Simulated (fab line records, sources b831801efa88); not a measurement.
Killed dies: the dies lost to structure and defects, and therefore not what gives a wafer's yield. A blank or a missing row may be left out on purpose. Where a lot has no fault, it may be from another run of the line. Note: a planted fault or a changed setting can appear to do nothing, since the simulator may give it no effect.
Matching of chambers	flow sky130	3 sister chambers for SKY_PASSIVATION_CVD_00 on pecvd-03
The step deposits SiO2, target thk 90 nm. 3 wafers are shown with their chamber, then 8 later ones without.

== EACH WAFER AND ITS CHAMBER ==
wafer	chamber	heater-power-w (W)
L389.2	2	823
L389.4	1	817
L400.1	0	844

== WAFERS WITHOUT THEIR CHAMBER ==
wafer	heater-power-w (W)
L400.2	800
L400.3	726
L401.1	845
L401.4	686
L401.6	869
L404.1	828
L404.2	708
L404.4	819

== EACH ONE'S CHAMBER ==
wafer	from the rows above	in truth
L400.2	can't be placed: 1 or 2 or 0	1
L400.3	can't be placed: 1 or 2 or 0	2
L401.1	can't be placed: 0 or 2 or 1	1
L401.4	can't be placed: 1 or 2 or 0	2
L401.6	can't be placed: 0 or 2 or 1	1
L404.1	can't be placed: 2 or 1 or 0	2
L404.2	can't be placed: 1 or 2 or 0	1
L404.4	can't be placed: 1 or 2 or 0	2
Placed correctly: 0 of 8. Cannot be placed on the basis of these rows: 8; the candidates contain the true chamber in 8. Placed wrongly: 0.
How it was worked out, from the rows above alone: a wafer's distance from a chamber is the root of the sum, over the readings, of the square of ((its reading less the chamber's mean) divided by the reading's scatter). The wafer belongs to the nearest chamber; if the next one is less than 2 further off, it can't be placed. A chamber's mean is the mean of its shown wafers. The scatter: root of mean squared gap, hidden wafer to nearest shown wafer, with one shown wafer a chamber.
